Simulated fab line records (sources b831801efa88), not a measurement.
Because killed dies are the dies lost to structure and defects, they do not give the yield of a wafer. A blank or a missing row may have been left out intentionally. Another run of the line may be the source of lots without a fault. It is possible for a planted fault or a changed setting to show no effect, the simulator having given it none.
fab line records	flow sky130
record lots=13	wafers=39	last_day=50
route steps=708 shown NWELL@76 PWDE@84 VT_ADJUST_HVTP@92 PAD_OPEN@708
lots that met no fault: from a run of the same line without faults
start_h: start of the lot's first displayed wafer, in hours after the record's first day	wait_h: hours from the lot's prior step to this one	" the same as in the row above	L1.1+2: several wafers, shown together as one row	- either no value or no given start	* or withheld: withheld	< > ~ a bound
route shown NAME@n: names a module that has steps shown in the file, with the first one's number in the route	usual: average and standard deviation across the fault-free wafers	same: alike in all rows	chamber/n: place in a boat	sites: readings site by site	_std_site: the standard deviation of these	_edge_site: outer sites' mean less inner sites'	radius_mm: for every site, how far away it sits from the centre of the wafer	mask NAME#n: copy n	behind: tool/chamber where the wafer was last shaped	hold: the reason the lot was held/the length of the hold in hours/how it ended	device: the n, p or np transistor that did not switch	end of line: tests of these same wafers at the route's end	a step without rows: its recipe alone	killed: dies that structure and defects cost at the first sort, which is not the same as the wafer's yield	map: a wafer's dies, marking killed ones x, the rest . and places with no die _
set.NAME: the setting as run; set.NAME@STEP: as run at that earlier step	model.NAME: the simulator's own value behind a step, which no gauge read
steps of the route over a sample of lots; a table a step, a row a wafer
services: from which hour (start_h, from the record's first day; less than 0 if before it) a tool's chamber was out of use, for how many hours, and why
## steps
# step SKY_NWELL_OVL_MEAS_23
# usual NWELL_01_OVL=-0.5/1.4
lot.wafer	tool	chamber	start_h	wait_h	NWELL_01_OVL[nm]
L583.3	overlay-01	-	122.33	-	-0.9
L583.4	"	-	"	"	-0.7
L583.5	"	-	"	"	2.1
L584.2	overlay-01	-	122.46	-	0.6
L584.3	"	-	"	"	0.9
L584.5	"	-	"	"	1.0
L585.4	overlay-02	-	130.62	-	-0.7
L585.5	"	-	"	"	-0.2
L585.6	"	-	"	"	-0.1
L586.1	overlay-01	-	134.16	-	-1.0
L586.2	"	-	"	"	-1.0
L586.6	"	-	"	"	0.6
L587.2	overlay-01	-	136.61	-	-3.1
L587.3	"	-	"	"	-1.9
L587.4	"	-	"	"	-1.1
L588.1	overlay-02	-	137.44	-	-1.6
L588.3	"	-	"	"	-1.2
L588.6	"	-	"	"	-0.8
L589.2	overlay-01	-	147.36	-	-1.4
L589.5	"	-	"	"	-0.8
L589.6	"	-	"	"	-1.1
L590.1	overlay-01	-	148.19	-	-1.2
L590.4	"	-	"	"	0.8
L590.6	"	-	"	"	0.8
L592.2	overlay-02	-	164.77	-	-0.9
L592.3	"	-	"	"	-0.8
L592.5	"	-	"	"	-4.0
L594.1	overlay-02	-	172.54	-	-0.3
L594.2	"	-	"	"	-1.8
L594.3	"	-	"	"	-1.4
L595.1	overlay-02	-	175.40	-	-0.7
L595.4	"	-	"	"	0.2
L595.5	"	-	"	"	-0.4
L597.1	overlay-01	-	187.20	-	2.0
L597.3	"	-	"	"	1.2
L597.5	"	-	"	"	0.4
L605.3	overlay-01	-	237.97	-	1.3
L605.4	"	-	"	"	2.4
L605.5	"	-	"	"	1.4
# step SKY_NWELL_IMPLANT_24
# recipe species=B	energy_kev=140	dose_cm2=9.2e+12	tilt_deg=withheld
# usual dose_ions_cm2=9.199e+12/9e+09	faraday_current_uA=51.9/0.94
lot.wafer	tool	chamber	start_h	wait_h	dose_ions_cm2	faraday_current_uA
L583.3	implanter-01	0	122.40	0.1	9.203e+12	52.1
L583.4	"	0	"	"	9.207e+12	51.4
L583.5	"	0	"	"	9.196e+12	51.3
L584.2	implanter-02	0	122.52	0.0	9.194e+12	52.9
L584.3	"	0	"	"	9.191e+12	51.5
L584.5	"	0	"	"	9.195e+12	51.5
L585.4	implanter-01	0	130.72	0.1	9.192e+12	51.8
L585.5	"	0	"	"	9.204e+12	51.8
L585.6	"	0	"	"	9.206e+12	51.3
L586.1	implanter-02	0	134.19	0.0	9.198e+12	52.8
L586.2	"	0	"	"	9.201e+12	51.1
L586.6	"	0	"	"	9.198e+12	53.1
L587.2	implanter-03	0	136.67	0.0	9.196e+12	51.0
L587.3	"	0	"	"	9.226e+12	50.7
L587.4	"	0	"	"	9.216e+12	51.5
L588.1	implanter-02	0	137.47	0.0	9.196e+12	51.5
L588.3	"	0	"	"	9.204e+12	51.3
L588.6	"	0	"	"	9.193e+12	51.8
L589.2	implanter-03	0	147.42	0.0	9.205e+12	51.5
L589.5	"	0	"	"	9.188e+12	52.7
L589.6	"	0	"	"	9.2e+12	52.3
L590.1	implanter-02	0	148.22	0.0	9.207e+12	51.6
L590.4	"	0	"	"	9.188e+12	52.5
L590.6	"	0	"	"	9.21e+12	51.8
L592.2	implanter-01	0	164.83	0.0	9.202e+12	50.2
L592.3	"	0	"	"	9.193e+12	49.4
L592.5	"	0	"	"	9.225e+12	51.1
L594.1	implanter-01	0	172.57	0.0	8.494e+12	50.0
L594.2	"	0	"	"	8.507e+12	48.2
L594.3	"	0	"	"	8.505e+12	48.3
L595.1	implanter-01	0	175.44	0.0	8.494e+12	47.6
L595.4	"	0	"	"	8.487e+12	47.8
L595.5	"	0	"	"	8.497e+12	48.8
L597.1	implanter-03	0	187.24	0.0	9.196e+12	51.0
L597.3	"	0	"	"	9.21e+12	51.1
L597.5	"	0	"	"	9.199e+12	51.3
L605.3	implanter-03	0	238.04	0.1	9.201e+12	51.6
L605.4	"	0	"	"	9.185e+12	52.7
L605.5	"	0	"	"	9.187e+12	51.6
# step SKY_NWELL_TW_MEAS_26
# usual NWELL_2_TW=497/4.3
lot.wafer	tool	chamber	start_h	wait_h	NWELL_2_TW
L583.3	film_metro-04	-	122.62	0.1	502
L583.4	"	-	"	"	504
L583.5	"	-	"	"	502
L584.2	film_metro-03	-	122.75	0.1	500
L584.3	"	-	"	"	502
L584.5	"	-	"	"	499
L585.4	film_metro-04	-	130.92	0.1	502
L585.5	"	-	"	"	502
L585.6	"	-	"	"	502
L586.1	film_metro-03	-	134.44	0.1	502
L586.2	"	-	"	"	500
L586.6	"	-	"	"	499
L587.2	film_metro-04	-	136.90	0.1	501
L587.3	"	-	"	"	499
L587.4	"	-	"	"	499
L588.1	film_metro-04	-	137.72	0.1	501
L588.3	"	-	"	"	502
L588.6	"	-	"	"	497
L589.2	film_metro-04	-	147.65	0.1	499
L589.5	"	-	"	"	496
L589.6	"	-	"	"	496
L590.1	film_metro-04	-	148.47	0.1	497
L590.4	"	-	"	"	496
L590.6	"	-	"	"	497
L592.2	film_metro-03	-	165.06	0.1	497
L592.3	"	-	"	"	496
L592.5	"	-	"	"	497
L594.1	film_metro-03	-	172.82	0.1	486
L594.2	"	-	"	"	487
L594.3	"	-	"	"	486
L595.1	film_metro-02	-	175.69	0.1	482
L595.4	"	-	"	"	481
L595.5	"	-	"	"	478
L597.1	film_metro-04	-	187.49	0.1	502
L597.3	"	-	"	"	497
L597.5	"	-	"	"	498
L605.3	film_metro-04	-	238.26	0.1	504
L605.4	"	-	"	"	500
L605.5	"	-	"	"	501
# step SKY_NWELL_RS_MEAS_31
# recipe thk_meas_gauge=four-point-probe
# usual PWDE_RS=5279/20
lot.wafer	tool	chamber	start_h	wait_h	PWDE_RS[ohm/sq]
L583.3	film_metro-02	-	123.09	0.1	5301
L583.4	"	-	"	"	5276
L583.5	"	-	"	"	5274
L584.2	film_metro-04	-	123.21	0.1	5259
L584.3	"	-	"	"	5256
L584.5	"	-	"	"	5267
L585.4	film_metro-03	-	131.41	0.1	5281
L585.5	"	-	"	"	5295
L585.6	"	-	"	"	5285
L586.1	film_metro-04	-	134.89	0.1	5252
L586.2	"	-	"	"	5259
L586.6	"	-	"	"	5260
L587.2	film_metro-02	-	137.36	0.1	5260
L587.3	"	-	"	"	5267
L587.4	"	-	"	"	5276
L588.1	film_metro-03	-	138.17	0.1	5254
L588.3	"	-	"	"	5239
L588.6	"	-	"	"	5266
L589.2	film_metro-03	-	148.11	0.1	5261
L589.5	"	-	"	"	5281
L589.6	"	-	"	"	5274
L590.1	film_metro-02	-	148.92	0.1	5323
L590.4	"	-	"	"	5299
L590.6	"	-	"	"	5303
L592.2	film_metro-04	-	165.53	0.1	5303
L592.3	"	-	"	"	5274
L592.5	"	-	"	"	5302
L594.1	film_metro-04	-	173.27	0.1	5270
L594.2	"	-	"	"	5283
L594.3	"	-	"	"	5268
L595.1	film_metro-03	-	176.14	0.1	5251
L595.4	"	-	"	"	5293
L595.5	"	-	"	"	5273
L597.1	film_metro-02	-	187.94	0.1	5263
L597.3	"	-	"	"	5252
L597.5	"	-	"	"	5278
L605.3	film_metro-03	-	238.73	0.1	5315
L605.4	"	-	"	"	5280
L605.5	"	-	"	"	5292
# step SKY_VT_ADJUST_HVTP_CD_MEAS_07
# recipe target_cd_nm=380
# usual cd_nm=380.6/2.6
lot.wafer	tool	chamber	start_h	wait_h	cd_nm
L583.3	cd_sem-01	-	142.02	0.1	383.2
L583.4	"	-	"	"	382.7
L583.5	"	-	"	"	384.0
L584.2	cd_sem-02	-	142.53	0.1	376.5
L584.3	"	-	"	"	375.0
L584.5	"	-	"	"	375.9
L585.4	cd_sem-01	-	150.46	0.1	382.0
L585.5	"	-	"	"	380.3
L585.6	"	-	"	"	380.1
L586.1	cd_sem-02	-	154.84	0.1	378.9
L586.2	"	-	"	"	379.1
L586.6	"	-	"	"	377.6
L587.2	cd_sem-02	-	156.90	0.1	381.7
L587.3	"	-	"	"	382.2
L587.4	"	-	"	"	382.2
L588.1	cd_sem-02	-	157.53	0.1	378.4
L588.3	"	-	"	"	379.5
L588.6	"	-	"	"	380.2
L589.2	cd_sem-01	-	168.57	0.1	379.6
L589.5	"	-	"	"	379.9
L589.6	"	-	"	"	380.5
L590.1	cd_sem-02	-	168.59	0.1	381.8
L590.4	"	-	"	"	380.1
L590.6	"	-	"	"	377.4
L592.2	cd_sem-02	-	185.96	0.1	383.9
L592.3	"	-	"	"	382.2
L592.5	"	-	"	"	380.1
L594.1	cd_sem-01	-	193.73	0.1	381.7
L594.2	"	-	"	"	377.7
L594.3	"	-	"	"	382.1
L595.1	cd_sem-02	-	196.63	0.1	381.1
L595.4	"	-	"	"	380.0
L595.5	"	-	"	"	378.8
L597.1	cd_sem-01	-	208.90	0.1	379.2
L597.3	"	-	"	"	376.3
L597.5	"	-	"	"	376.8
L605.3	cd_sem-01	-	262.13	0.1	378.4
L605.4	"	-	"	"	373.9
L605.5	"	-	"	"	377.5
# step SKY_PAD_OPEN_PROBE_99
# usual killed_at_M0_to_M3=43/7	killed_at_M4_up=3.1/1.9	killed_at_contacts=25/6.1	killed_at_front_end=15/4.5	killed_at_other=0.3/0.55	killed_dies=87/8.9	killed_open=47/6.4	killed_short=40/6.6
# same gross_dies=492	killed_at_back_side=0
lot.wafer	tool	chamber	start_h	wait_h	killed_at_M0_to_M3	killed_at_M4_up	killed_at_contacts	killed_at_front_end	killed_at_other	killed_dies	killed_open	killed_short
L583.3	prober-02	-	1091.30	0.2	41	3	26	14	0	84	45	39
L583.4	prober-02	-	1091.35	0.2	33	0	36	14	0	83	51	32
L583.5	prober-02	-	1091.40	0.2	49	5	28	14	1	97	49	47
L584.2	prober-01	-	1098.48	0.1	46	3	20	16	0	85	45	39
L584.3	prober-01	-	1098.53	0.2	56	3	22	11	0	92	40	50
L584.5	prober-01	-	1098.63	0.2	62	2	23	12	1	100	58	41
L586.1	prober-02	-	1106.27	0.1	41	2	35	11	1	90	46	43
L586.2	prober-02	-	1106.32	0.1	50	4	25	13	0	92	49	43
L586.6	prober-02	-	1106.52	0.2	48	1	23	19	0	91	54	37
L585.4	prober-01	-	1109.27	0.2	51	7	34	19	0	111	51	60
L585.5	prober-01	-	1109.32	0.2	40	7	31	11	0	89	42	45
L585.6	prober-01	-	1109.37	0.2	46	4	21	16	0	87	45	41
L587.2	prober-02	-	1110.67	0.1	48	4	21	14	0	87	52	35
L587.3	prober-02	-	1110.72	0.2	34	3	18	27	0	82	45	37
L587.4	prober-02	-	1110.77	0.2	40	0	21	18	0	79	38	41
L588.1	prober-01	-	1114.94	0.1	54	2	17	17	1	91	47	42
L588.3	prober-01	-	1115.04	0.2	46	1	22	9	1	79	49	29
L588.6	prober-01	-	1115.19	0.2	42	3	20	18	0	83	57	25
L589.2	prober-02	-	1121.77	0.1	44	2	29	22	0	97	45	50
L589.5	prober-02	-	1121.92	0.2	32	9	12	13	0	66	36	28
L589.6	prober-02	-	1121.97	0.2	43	2	27	11	1	84	43	41
L590.1	prober-01	-	1133.58	0.1	52	0	28	15	0	95	51	44
L590.4	prober-01	-	1133.73	0.2	49	4	26	21	1	101	48	53
L590.6	prober-01	-	1133.83	0.2	45	3	15	19	0	82	48	34
L592.2	prober-01	-	1137.56	0.1	65	5	24	14	0	108	61	47
L592.3	prober-01	-	1137.61	0.2	44	3	27	13	0	87	47	40
L592.5	prober-01	-	1137.71	0.2	47	6	29	14	0	96	55	41
L594.1	prober-01	-	1146.02	0.1	43	4	16	10	0	73	42	31
L594.2	prober-01	-	1146.07	0.1	45	1	17	7	1	71	36	34
L594.3	prober-01	-	1146.12	0.2	29	1	24	21	0	75	37	37
L595.1	prober-02	-	1148.31	0.1	47	2	19	12	1	81	45	35
L595.4	prober-02	-	1148.46	0.2	42	3	24	13	0	82	45	36
L595.5	prober-02	-	1148.51	0.2	44	2	22	15	0	83	50	33
L597.1	prober-02	-	1162.87	0.1	49	3	22	12	1	87	46	38
L597.3	prober-02	-	1162.97	0.2	38	4	25	16	1	84	47	37
L597.5	prober-02	-	1163.07	0.2	48	4	27	12	0	91	55	36
L605.3	prober-01	-	1198.81	0.2	45	3	24	14	0	86	37	48
L605.4	prober-01	-	1198.86	0.2	44	2	25	18	0	89	52	37
L605.5	prober-01	-	1198.91	0.2	39	5	13	8	0	65	41	24
# killed by level:class
L583.3 FIELD_ISO:geometric_particle:open=7 CONTACT:geometric_particle:open=7 VIA1:geometric_particle:open=7 LI_CONTACT:geometric_particle:open=6 VIA1:geometric_particle:short=6 METAL2:geometric_particle:short=5 VIA3:geometric_particle:open=5 METAL3:geometric_particle:short=5
L583.4 CONTACT:geometric_particle:open=19 CONTACT:geometric_particle:short=10 VIA1:geometric_particle:open=8 VIA2:geometric_particle:open=7 VIA3:geometric_particle:open=6 LI_CONTACT:geometric_particle:open=5 POLY_GATE:geometric_particle:short=4 VIA1:geometric_particle:short=4
L583.5 VIA1:geometric_particle:short=11 CONTACT:geometric_particle:open=10 VIA1:geometric_particle:open=9 VIA2:geometric_particle:open=8 LI_CONTACT:geometric_particle:short=6 LI_CONTACT:geometric_particle:open=6 VIA2:geometric_particle:short=5 FIELD_ISO:geometric_particle:open=4
L584.2 VIA1:geometric_particle:open=12 VIA2:geometric_particle:open=11 CONTACT:geometric_particle:open=10 CONTACT:geometric_particle:short=6 FIELD_ISO:geometric_particle:open=5 VIA1:geometric_particle:short=5 METAL2:geometric_particle:short=4 VIA3:geometric_particle:open=4
L584.3 VIA1:geometric_particle:open=12 VIA1:geometric_particle:short=12 VIA2:geometric_particle:open=8 METAL3:geometric_particle:short=6 CONTACT:geometric_particle:open=5 VIA2:geometric_particle:short=4 LI_CONTACT:geometric_particle:open=4 LOCAL_INTERCONNECT:geometric_particle:short=4
L584.5 VIA1:geometric_particle:open=17 CONTACT:geometric_particle:open=13 VIA1:geometric_particle:short=10 VIA3:geometric_particle:open=8 METAL2:geometric_particle:short=7 FIELD_ISO:geometric_particle:open=6 VIA3:geometric_particle:short=6 VIA2:geometric_particle:open=5
L586.1 CONTACT:geometric_particle:open=12 LI_CONTACT:geometric_particle:open=9 METAL2:geometric_particle:short=7 CONTACT:geometric_particle:short=6 VIA2:geometric_particle:short=6 VIA1:geometric_particle:open=6 VIA2:geometric_particle:open=5 VIA1:geometric_particle:short=4
L586.2 VIA1:geometric_particle:open=13 METAL2:geometric_particle:short=12 LI_CONTACT:geometric_particle:open=10 CONTACT:geometric_particle:open=7 VIA1:geometric_particle:short=6 FIELD_ISO:geometric_particle:short=5 VIA2:geometric_particle:open=5 VIA3:geometric_particle:open=5
L586.6 VIA1:geometric_particle:open=14 CONTACT:geometric_particle:open=9 LI_CONTACT:geometric_particle:open=7 FIELD_ISO:geometric_particle:open=6 VIA2:geometric_particle:open=6 VIA3:geometric_particle:open=5 METAL1:geometric_particle:short=5 VIA1:geometric_particle:short=5
L585.4 CONTACT:geometric_particle:open=12 VIA1:geometric_particle:short=9 LI_CONTACT:geometric_particle:open=7 CONTACT:geometric_particle:short=7 VIA1:geometric_particle:open=6 METAL2:geometric_particle:short=6 VIA3:geometric_particle:open=6 FIELD_ISO:geometric_particle:short=5
L585.5 VIA1:geometric_particle:open=9 LI_CONTACT:geometric_particle:open=8 LOCAL_INTERCONNECT:geometric_particle:short=8 CONTACT:geometric_particle:short=6 CONTACT:geometric_particle:open=6 VIA3:geometric_particle:open=6 VIA1:geometric_particle:short=5 METAL2:geometric_particle:short=5
L585.6 CONTACT:geometric_particle:open=9 VIA1:geometric_particle:open=8 VIA3:geometric_particle:open=8 METAL1:geometric_particle:short=8 FIELD_ISO:geometric_particle:short=7 LI_CONTACT:geometric_particle:open=5 METAL3:geometric_particle:short=5 VIA3:geometric_particle:short=5
L587.2 CONTACT:geometric_particle:open=12 VIA1:geometric_particle:open=10 METAL2:geometric_particle:short=10 FIELD_ISO:geometric_particle:open=8 METAL1:geometric_particle:short=6 VIA3:geometric_particle:open=6 VIA2:geometric_particle:open=4 LI_CONTACT:geometric_particle:open=3
L587.3 VIA1:geometric_particle:open=10 FIELD_ISO:geometric_particle:short=9 CONTACT:geometric_particle:open=9 FIELD_ISO:geometric_particle:open=6 VIA3:geometric_particle:short=6 VIA1:geometric_particle:short=5 POLY_GATE:geometric_particle:short=4 POLY_GATE:geometric_particle:open=4
L587.4 VIA3:geometric_particle:open=9 FIELD_ISO:geometric_particle:short=7 CONTACT:geometric_particle:short=7 CONTACT:geometric_particle:open=6 VIA1:geometric_particle:open=6 METAL1:geometric_particle:short=6 METAL2:geometric_particle:short=6 FIELD_ISO:geometric_particle:open=5
L588.1 VIA1:geometric_particle:open=13 METAL2:geometric_particle:short=9 VIA3:geometric_particle:open=8 VIA1:geometric_particle:short=6 VIA2:geometric_particle:short=6 CONTACT:geometric_particle:open=5 FIELD_ISO:geometric_particle:open=4 LOCAL_INTERCONNECT:geometric_particle:short=4
L588.3 VIA1:geometric_particle:open=13 VIA3:geometric_particle:open=9 VIA2:geometric_particle:open=8 CONTACT:geometric_particle:open=8 LI_CONTACT:geometric_particle:open=6 METAL2:geometric_particle:short=5 CONTACT:geometric_particle:short=4 POLY_GATE:geometric_particle:open=3
L588.6 CONTACT:geometric_particle:open=11 METAL2:geometric_particle:short=8 VIA1:geometric_particle:open=8 VIA2:geometric_particle:open=7 LI_CONTACT:geometric_particle:open=7 POLY_GATE:geometric_particle:open=6 VIA3:geometric_particle:open=6 POLY_GATE:geometric_particle:short=4
L589.2 CONTACT:geometric_particle:open=9 VIA1:geometric_particle:open=8 FIELD_ISO:geometric_particle:short=7 VIA2:geometric_particle:short=7 CONTACT:geometric_particle:short=6 LI_CONTACT:geometric_particle:open=6 LOCAL_INTERCONNECT:geometric_particle:short=5 POLY_GATE:geometric_particle:short=5
L589.5 VIA1:geometric_particle:open=6 METAL2:geometric_particle:short=6 VIA3:geometric_particle:open=6 METAL4:geometric_particle:short=6 FIELD_ISO:geometric_particle:open=5 CONTACT:geometric_particle:open=5 VIA2:geometric_particle:open=5 LI_CONTACT:geometric_particle:open=3
L589.6 CONTACT:geometric_particle:open=11 LI_CONTACT:geometric_particle:open=7 VIA1:geometric_particle:open=7 VIA2:geometric_particle:open=7 METAL1:geometric_particle:short=6 VIA1:geometric_particle:short=5 METAL3:geometric_particle:short=5 CONTACT:geometric_particle:short=4
L590.1 CONTACT:geometric_particle:open=11 LI_CONTACT:geometric_particle:open=10 VIA1:geometric_particle:open=9 VIA1:geometric_particle:short=8 VIA2:geometric_particle:open=8 METAL1:geometric_particle:short=7 VIA3:geometric_particle:short=7 FIELD_ISO:geometric_particle:open=5
L590.4 VIA1:geometric_particle:open=10 FIELD_ISO:geometric_particle:short=8 LI_CONTACT:geometric_particle:open=8 VIA1:geometric_particle:short=8 VIA2:geometric_particle:open=8 CONTACT:geometric_particle:short=6 CONTACT:geometric_particle:open=6 FIELD_ISO:geometric_particle:open=4
L590.6 VIA1:geometric_particle:open=16 VIA2:geometric_particle:open=9 FIELD_ISO:geometric_particle:short=6 CONTACT:geometric_particle:open=5 FIELD_ISO:geometric_particle:open=5 METAL1:geometric_particle:short=5 VIA3:geometric_particle:open=4 POLY_GATE:geometric_particle:short=3
L592.2 VIA1:geometric_particle:open=22 VIA1:geometric_particle:short=12 CONTACT:geometric_particle:short=10 VIA2:geometric_particle:open=9 VIA3:geometric_particle:open=8 LI_CONTACT:geometric_particle:open=5 CONTACT:geometric_particle:open=5 METAL1:geometric_particle:short=4
L592.3 VIA1:geometric_particle:open=18 VIA3:geometric_particle:open=8 CONTACT:geometric_particle:open=7 LI_CONTACT:geometric_particle:open=6 CONTACT:geometric_particle:short=6 LOCAL_INTERCONNECT:geometric_particle:short=5 POLY_GATE:geometric_particle:short=4 METAL1:geometric_particle:short=4
L592.5 VIA1:geometric_particle:open=14 CONTACT:geometric_particle:open=12 CONTACT:geometric_particle:short=9 VIA2:geometric_particle:open=7 VIA3:geometric_particle:open=7 METAL2:geometric_particle:short=5 LI_CONTACT:geometric_particle:open=4 FIELD_ISO:geometric_particle:open=3
L594.1 VIA1:geometric_particle:open=11 METAL2:geometric_particle:short=7 LI_CONTACT:geometric_particle:open=6 CONTACT:geometric_particle:open=5 METAL1:geometric_particle:short=5 VIA2:geometric_particle:open=5 FIELD_ISO:geometric_particle:open=4 VIA3:geometric_particle:open=3
L594.2 VIA2:geometric_particle:open=11 LI_CONTACT:geometric_particle:open=7 METAL1:geometric_particle:short=6 VIA1:geometric_particle:open=6 METAL2:geometric_particle:short=5 VIA3:geometric_particle:open=5 CONTACT:geometric_particle:open=4 VIA1:geometric_particle:short=4
L594.3 CONTACT:geometric_particle:open=8 POLY_GATE:geometric_particle:open=6 CONTACT:geometric_particle:short=6 VIA2:geometric_particle:open=6 POLY_GATE:geometric_particle:short=4 LOCAL_INTERCONNECT:geometric_particle:short=4 VIA1:geometric_particle:short=4 VIA1:geometric_particle:open=4
L595.1 LI_CONTACT:geometric_particle:open=10 VIA2:geometric_particle:open=9 VIA1:geometric_particle:short=8 VIA1:geometric_particle:open=8 METAL1:geometric_particle:short=6 FIELD_ISO:geometric_particle:short=5 CONTACT:geometric_particle:open=5 VIA3:geometric_particle:open=5
L595.4 LI_CONTACT:geometric_particle:open=9 VIA1:geometric_particle:open=9 VIA3:geometric_particle:open=8 CONTACT:geometric_particle:open=6 CONTACT:geometric_particle:short=5 METAL1:geometric_particle:short=5 VIA1:geometric_particle:short=5 POLY_GATE:geometric_particle:open=4
L595.5 CONTACT:geometric_particle:open=12 VIA1:geometric_particle:open=12 LI_CONTACT:geometric_particle:open=8 METAL1:geometric_particle:short=7 FIELD_ISO:geometric_particle:open=5 VIA2:geometric_particle:open=5 POLY_GATE:geometric_particle:short=4 VIA1:geometric_particle:short=4
L597.1 VIA1:geometric_particle:open=11 VIA2:geometric_particle:open=9 VIA3:geometric_particle:open=9 METAL1:geometric_particle:short=7 LOCAL_INTERCONNECT:geometric_particle:short=6 CONTACT:geometric_particle:open=6 CONTACT:geometric_particle:short=5 LI_CONTACT:geometric_particle:open=4
L597.3 CONTACT:geometric_particle:open=10 VIA1:geometric_particle:open=10 VIA2:geometric_particle:open=7 FIELD_ISO:geometric_particle:open=6 LOCAL_INTERCONNECT:geometric_particle:short=6 CONTACT:geometric_particle:short=4 METAL1:geometric_particle:short=4 POLY_GATE:geometric_particle:short=3
L597.5 LI_CONTACT:geometric_particle:open=11 VIA1:geometric_particle:open=9 VIA2:geometric_particle:open=8 VIA3:geometric_particle:open=8 VIA1:geometric_particle:short=7 CONTACT:geometric_particle:open=7 METAL1:geometric_particle:short=7 POLY_GATE:geometric_particle:short=4
L605.3 VIA1:geometric_particle:short=9 VIA2:geometric_particle:open=9 VIA1:geometric_particle:open=8 CONTACT:geometric_particle:short=8 METAL2:geometric_particle:short=7 LOCAL_INTERCONNECT:geometric_particle:short=6 FIELD_ISO:geometric_particle:open=5 VIA3:geometric_particle:short=5
L605.4 VIA1:geometric_particle:open=18 CONTACT:geometric_particle:open=12 POLY_GATE:geometric_particle:short=6 VIA3:geometric_particle:open=6 LOCAL_INTERCONNECT:geometric_particle:short=5 FIELD_ISO:geometric_particle:short=4 VIA2:geometric_particle:open=4 FIELD_ISO:geometric_particle:open=3
L605.5 VIA1:geometric_particle:open=9 CONTACT:geometric_particle:open=9 VIA2:geometric_particle:open=8 VIA3:geometric_particle:open=6 METAL2:geometric_particle:short=4 METAL3:geometric_particle:short=3 METAL1:geometric_particle:short=3 METAL4:geometric_particle:short=3
## services
tool	chamber	start_h	hours	kind
implanter-02	-	110.16	1.5	repair
implanter-03	-	127.09	0.7	repair
implanter-01	-	223.06	3.5	repair
## key
first_sign step=SKY_NWELL_IMPLANT_24	reading=dose_ions_cm2	direction=down	sigmas=78	usual=*	struck=*
effect step=SKY_NWELL_IMPLANT_24	reading=faraday_current_uA	direction=down	sigmas=3.7	usual=51.9	struck=48.4
effect step=SKY_NWELL_TW_MEAS_26	reading=NWELL_2_TW	direction=down	sigmas=3.3	usual=497	struck=483
met_at SKY_NWELL_IMPLANT_24
struck_lots L594,L595
tester_left_out L594,L595
not_acting_at SKY_NWELL_OVL_MEAS_23,SKY_NWELL_RS_MEAS_31,SKY_VT_ADJUST_HVTP_CD_MEAS_07
onset_between 164.83 172.57
fault kind=process_parameter_drift	tool=implanter-01	chamber=-	onset_h=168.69	steps=SKY_NWELL_IMPLANT_24	channel=dose_cm2	offset=*	shape=step	end_h=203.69	acts_in=*	stated=*
# tester_left_out: of these lots the tester's yield and bins aren't shown, on N5 and GAA mostly nor the transistor test; their killed dies are dies lost to structure and defects alone, not to doping, threshold or leakage, so they don't give the yield
